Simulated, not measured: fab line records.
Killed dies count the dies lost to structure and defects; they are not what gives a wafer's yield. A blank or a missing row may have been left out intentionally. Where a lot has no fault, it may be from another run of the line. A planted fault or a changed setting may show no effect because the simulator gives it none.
A lot that was struck, set against a sound lot :: flow sfq_line :: 43 steps out of a route of 325
Sound: these wafers, L387.2, L387.4, L387.5. Struck: wafer L400.4 (left out: L400.1, a lot-mate that was not struck); the cause follows at the end.
At each step with rows: each side's tool, then ch and its chambers, then its first start. Under that, the readings that differ: sound wafers :: struck wafers :: difference of the means :: sigmas: that difference in standard deviations of wafers without a fault.
alike: a reading whose means differ by less than 2 such deviations, as well as words and numbers matching on both sides. not compared: withheld readings; readings where some wafer has no value; bounds like >300 that might hide an equal value; numbers whose values overlap and for which the record gives no deviation.
Wherever a step has rows on one side only, a row that says differs or no value, or a row with sigmas, the two part there. Numbers that don't overlap but have no deviation are shown without sigmas and don't part them. Lack of a reading on every wafer of one side parts them only where that side has two or more wafers.

first, 6 steps without rows for these wafers: SFQ_TRILAYER_M4_LITHO_COAT_098 (resist thk 62 nm); SFQ_TRILAYER_M4_LITHO_COAT_093 (resist thk 600 nm); SFQ_TRILAYER_M4_LITHO_SOFTBAKE_097; SFQ_TRILAYER_M4_LITHO_EXPOSE_094 (exposes mask M4, target cd 500 nm); SFQ_TRILAYER_M4_LITHO_PEB_096 (peb time 60 s); SFQ_TRILAYER_M4_LITHO_DEVELOP_095 (time 60 s).
SFQ_M4_OVL_MEAS_926:
  sound: overlay-02 at day 41 13:52; struck: overlay-02 at day 45 19:46
reading: M4_OVL (nm)
sound: -12 -4 -10
struck: 3
difference: +12
sigmas: +2
SFQ_TRILAYER_M4_BARC_OPEN_METAL_ETCH_123: etches BARC in O2, target depth 125 nm, time 41.7 s.
  sound on rie_metal-02 ch 0, day 41 13:54; struck on rie_metal-02 ch 1, day 45 19:47
  alike: drypump_motor_current_A, oes_product_au
  not compared: rf_hours_counter_h
then, 3 steps without rows for these wafers: SFQ_TRILAYER_M4_ETCH_METAL_ETCH_096 (etches Nb in Cl2/Ar, stops on SiO2, target depth 240 nm, time 120 s); SFQ_TRILAYER_M4_STRIP_STRIP_097 (strips in O2); SFQ_TRILAYER_M4_STRIP_SOLV_CLEAN_098 (cleans in NMP, time 600 s).
SFQ_TRILAYER_I4_DEP_PECVD_099: deposits SiO2 from SiH4/N2O, time 111.11 s, target thk 500 nm.
  sound on pecvd-01 ch 0,1, day 41 14:52; struck on pecvd-03 ch 0, day 45 20:45
reading: throttle_valve_pct (%)
sound: 21.7 22.0 23.4
struck: 24.1
difference: +1.7
sigmas: +2
  alike: heater_power_w
SFQ_TRILAYER_I4_CMP_CMP_100: polishes SiO2.
  sound on cmp-02 ch 0,3, day 42 02:16; struck on cmp-01 ch 3, day 46 03:13
reading: time_to_endpoint_s (s)
sound: 214 216 206
struck: 297
difference: +85
sigmas: +9

reading: model.SiO2_of_TRILAYER_I4_DEP_PECVD_099.thk_nm (nm)
sound: 201.6 199.8 199.8
struck: 311.1
difference: +110.7
sigmas: 
  alike: motor_current_A
SFQ_I4_BOW_MEAS_927:
  sound: film_metro-01 at day 42 04:47; struck: film_metro-02 at day 46 05:43
  alike: I4_BOW
SFQ_TRILAYER_I4_METRO_MEASURE_101:
  sound: film_metro-01 at day 42 05:05; struck: film_metro-02 at day 46 05:50
reading: thk_nm (nm)
sound: 201.6 199.9 199.7
struck: 311.3
difference: +110.9
sigmas: +85
then, 6 steps without rows for these wafers: SFQ_TRILAYER_I4_VIA_LITHO_COAT_108 (resist thk 62 nm); SFQ_TRILAYER_I4_VIA_LITHO_COAT_103 (resist thk 650 nm); SFQ_TRILAYER_I4_VIA_LITHO_SOFTBAKE_107; SFQ_TRILAYER_I4_VIA_LITHO_EXPOSE_104 (exposes mask I4, target cd 700 nm); SFQ_TRILAYER_I4_VIA_LITHO_PEB_106 (peb time 60 s); SFQ_TRILAYER_I4_VIA_LITHO_DEVELOP_105 (time 60 s).
-- the record jumps here: 5 days lie between the struck wafers' starts before and after --
SFQ_I4_OVL_MEAS_928:
  sound: overlay-02 at day 47 21:05; struck: overlay-02 at day 50 19:35
  alike: I4_OVL
SFQ_TRILAYER_I4_VIA_BARC_OPEN_VIA_ETCH_146: etches BARC in O2, target depth 125 nm, time 41.7 s.
  sound on rie_diel-03 ch 0,1,3, day 47 21:07; struck on rie_diel-03 ch 2, day 50 19:37
reading: drypump_motor_current_A (A)
sound: 5.1 5.8 4.8
struck: 6.1
difference: +0.9
sigmas: +2
  alike: oes_product_au
  not compared: rf_hours_counter_h
SFQ_TRILAYER_I4_VIA_ETCH_VIA_ETCH_106: etches SiO2 in CHF3, stops on Nb, target depth 260 nm.
  sound on rie_diel-03 ch 0,1,3, day 47 21:10; struck on rie_diel-03 ch 2, day 50 19:40
reading: drypump_motor_current_A (A)
sound: 5.1 5.8 4.8
struck: 6.1
difference: +0.9
sigmas: +2

reading: oes_product_au (a.u.)
sound: 0.859 0.855 0.851
struck: 0.987
difference: +0.132
sigmas: +26

reading: model.etch.depth_nm (nm)
sound: 201.6 199.8 199.8
struck: 256.3
difference: +55.9
sigmas: 

reading: model.I4.feature_depth_nm (nm)
sound: 201.6 199.8 199.8
struck: 256.3
difference: +55.9
sigmas: 
then, 4 steps without rows for these wafers: SFQ_TRILAYER_I4_VIA_STRIP_STRIP_107 (strips in O2); SFQ_TRILAYER_I4_VIA_STRIP_SOLV_CLEAN_108 (cleans in NMP, time 600 s); SFQ_TRILAYER_JJ_TRILAYER_DEP_PRE_CLEAN_113 (time 22.5 s); SFQ_TRILAYER_JJ_TRILAYER_DEP_SPUTTER_109 (material Nb, target thk 150 nm, time 100 s).
SFQ_TRILAYER_JJ_TRILAYER_DEP_SPUTTER_110: material Al, target thk 8 nm, time 10 s.
  sound: pvd_sputter-05 at day 47 22:59; struck: pvd_sputter-05 at day 50 20:39
  alike: throttle_valve_pct
then, 1 step without rows for these wafers: SFQ_TRILAYER_JJ_TRILAYER_DEP_AL_OXIDATION_111 (oxidation time 600 s).
SFQ_TRILAYER_JJ_TRILAYER_DEP_SPUTTER_112: material Nb, target thk 170 nm, time 113.3 s.
  sound: pvd_sputter-05 at day 48 00:00; struck: pvd_sputter-05 at day 50 21:40
  alike: throttle_valve_pct
SFQ_JJ_RS_MEAS_929: measurement is done with a four-point probe.
  sound: film_metro-03 at day 48 00:06; struck: film_metro-03 at day 50 21:45
  alike: JJ_NB_RS
then, 6 steps without rows for these wafers: SFQ_TRILAYER_JJ_CE_LITHO_COAT_119 (resist thk 62 nm); SFQ_TRILAYER_JJ_CE_LITHO_COAT_114 (resist thk 600 nm); SFQ_TRILAYER_JJ_CE_LITHO_SOFTBAKE_118; SFQ_TRILAYER_JJ_CE_LITHO_EXPOSE_115 (exposes mask J5, target cd 700 nm); SFQ_TRILAYER_JJ_CE_LITHO_PEB_117 (peb time 60 s); SFQ_TRILAYER_JJ_CE_LITHO_DEVELOP_116 (time 60 s).
-- the record jumps here: 5 days lie between the struck wafers' starts before and after --
SFQ_JJ_OVL_MEAS_931:
  sound: overlay-02 at day 52 15:44; struck: overlay-02 at day 56 02:25
  alike: J5_OVL
then, 2 steps without rows for these wafers: SFQ_TRILAYER_JJ_CE_METRO_MEASURE_117; SFQ_TRILAYER_JJ_CE_BARC_OPEN_RIE_150 (chemistry O2, target BARC, target depth 240 nm, time 80 s).
-- the record jumps here: 5 days lie between the struck wafers' starts before and after --
SFQ_TRILAYER_M5_ETCH_METAL_ETCH_126: etches Nb in Cl2/BCl3, stops on SiO2, time 203.2 s, target depth 265 nm.
  sound on rie_metal-03 ch 0, day 53 02:58; struck on rie_metal-01 ch 0, day 61 13:15
reading: model.SiO2_of_TRILAYER_I4_DEP_PECVD_099.thk_nm (nm)
sound: 181.6 179.8 179.7
struck: 291.2
difference: +110.8
sigmas: 
  alike: drypump_motor_current_A, oes_product_au
  not compared: rf_hours_counter_h
-- the record jumps here: 24 days lie between the struck wafers' starts before and after --
SFQ_M8_BOW_MEAS_951:
  sound: film_metro-02 at day 77 10:50; struck: film_metro-02 at day 85 12:24
reading: model.etest.i4.link_ohm
sound: 2.187 2.162 2.165
struck: 1e+06
difference: +1e+06
sigmas: 
  alike: M8_BOW

## WHERE THEY PART
Earliest at SFQ_M4_OVL_MEAS_926; latest, in this record, at SFQ_TRILAYER_I4_VIA_ETCH_VIA_ETCH_106. Later steps at which nothing parts them and some readings are alike: SFQ_TRILAYER_JJ_TRILAYER_DEP_SPUTTER_110, SFQ_TRILAYER_JJ_TRILAYER_DEP_SPUTTER_112, SFQ_JJ_RS_MEAS_929, SFQ_JJ_OVL_MEAS_931, SFQ_TRILAYER_M5_ETCH_METAL_ETCH_126, SFQ_M8_BOW_MEAS_951.

WHY: the cause the simulator had injected
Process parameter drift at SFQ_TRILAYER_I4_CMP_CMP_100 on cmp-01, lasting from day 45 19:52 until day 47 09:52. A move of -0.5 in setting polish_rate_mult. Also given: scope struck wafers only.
